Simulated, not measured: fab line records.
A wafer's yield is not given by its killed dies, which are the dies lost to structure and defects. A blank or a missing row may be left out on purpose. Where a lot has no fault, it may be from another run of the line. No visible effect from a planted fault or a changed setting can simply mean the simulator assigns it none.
A lot that was struck, set against a sound lot	flow sky130	20 out of 708 route steps
Sound: wafers L663.2, L663.3, L663.6. Struck: wafers L678.2, L678.3, L678.4. At the end, the cause is stated.
At each step with rows: each side's tool, then ch and its chambers, then its first start. Under that, the readings that differ: sound wafers	struck wafers	difference of the means	sigmas: that difference in standard deviations of wafers without a fault.
alike: words and numbers the same on both sides, and readings whose means are apart by under 2 such deviations; not compared: readings that were withheld, readings missing a value for some wafer, numbers with overlapping values and no deviation given by the record, and bounds like >300 which may hide the same value.
Wherever a step has rows on one side only, a row that says differs or no value, or a row with sigmas, the two part there. Numbers that have no deviation but don't overlap get no sigmas and don't part them. Lack of a reading on every wafer of one side parts them only where that side has two or more wafers.

first, 7 steps without rows for these wafers: SKY_PASSIVATION_DEHYDRATE_04 (time 60 s); SKY_PASSIVATION_HMDS_05 (prime time 60 s); SKY_PASSIVATION_COAT_06 (resist thk 3000 nm); SKY_PASSIVATION_SOFTBAKE_07; SKY_PASSIVATION_EXPOSE_08 (exposes mask NSM, target cd 3000 nm); SKY_PASSIVATION_PEB_09; SKY_PASSIVATION_DEVELOP_10 (develop time 60 s).
SKY_PASSIVATION_ETCH_11: etches the open film in CF4/O2, stops on AlCu, target depth 725 nm, time 161.1 s.
  sound on rie_diel-02 ch 2,3, day 46 16:01; struck on rie_diel-04 ch 0,1,2, day 49 14:49
  alike: drypump_motor_current_A, oes_product_au, throttle_valve_pct
  not compared: rf_hours_counter_h
SKY_PASSIVATION_STRIP_12: strips in O2/N2.
  sound on plasma_asher-01 ch 0,1, day 46 16:07; struck on plasma_asher-01 ch 0,1, day 49 14:55
  alike: drypump_motor_current_A, oes_product_au, strip_time_to_endpoint_s
  not compared: rf_hours_counter_h
then, 3 steps without rows for these wafers: SKY_PAD_OPEN_DEHYDRATE_00 (time 60 s); SKY_PAD_OPEN_HMDS_01 (prime time 60 s); SKY_PAD_OPEN_COAT_02 (resist thk 2966 nm).
SKY_PAD_OPEN_SOFTBAKE_03:
  sound on litho_track-03 ch 0, day 46 23:34; struck on litho_track-02 ch 0, day 50 00:00
reading	sound	struck	difference	sigmas
heater_power_total_W (W)	65.10 65.19 65.16	69.81 69.65 69.69	+4.57	+33
plate_temp_C (C)	109.92 110.20 110.07	115.60 115.72 115.64	+5.59	+43
model.coat_of_PAD_OPEN_COAT_02.thk_nm (nm)	2964 2951 2952	2937 2932 2932	-22	
then, 2 steps without rows for these wafers: SKY_PAD_OPEN_EXPOSE_04 (exposes mask PDM, target cd 60000 nm); SKY_PAD_OPEN_PEB_05.
SKY_PAD_OPEN_DEVELOP_06: develop time 60 s.
  sound: litho_track-04 ch 0; struck: litho_track-02 ch 0
reading	sound	struck	difference	sigmas
model.coat_of_PAD_OPEN_COAT_02.thk_nm (nm)	2963 2950 2951	2936 2931 2931	-22	
SKY_PAD_OPEN_ETCH_07: etches the open film in CF4/O2, stops on AlCu, target depth 725 nm, time 161.1 s.
  sound on rie_diel-01 ch 0,1, day 47 10:40; struck on rie_diel-01 ch 0,3, day 50 08:19
  alike: drypump_motor_current_A, oes_product_au, throttle_valve_pct
  not compared: rf_hours_counter_h
SKY_PAD_OPEN_STRIP_08: strips in O2/N2.
  sound on plasma_asher-04 ch 0,1, day 47 10:46; struck on plasma_asher-02 ch 0,1, day 50 08:25
reading	sound	struck	difference	sigmas
strip_time_to_endpoint_s (s)	36.63 36.54 36.47	36.35 36.27 36.28	-0.25	-2
  alike: drypump_motor_current_A, oes_product_au
  not compared: rf_hours_counter_h
then, 1 step without rows for these wafers: SKY_PAD_OPEN_STRIP_09 (strips in post etch residue remover, time 1200 s).
SKY_PAD_OPEN_PROBE_99:
  sound: prober-01 at day 47 13:04; struck: prober-02 at day 50 11:04
reading	sound	struck	difference	sigmas
killed_short	51 55 50	36 36 45	-13	-2
  alike: defect_limited_yield, killed_at_M0_to_M3, killed_at_M4_up, killed_at_contacts, killed_at_front_end, killed_at_other, killed_dies, killed_on_rim, killed_open, sort_bin_3_pad_short, sort_bin_5_function, sort_bin_6_memory, sort_n_pass, sort_yield_pct

WHERE THEY PART
Earliest at SKY_PAD_OPEN_SOFTBAKE_03; latest, in this record, at SKY_PAD_OPEN_PROBE_99.

WHY: the cause the simulator had injected
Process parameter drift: litho_track-02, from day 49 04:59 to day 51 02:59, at SKY_PAD_OPEN_SOFTBAKE_03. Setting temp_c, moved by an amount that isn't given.
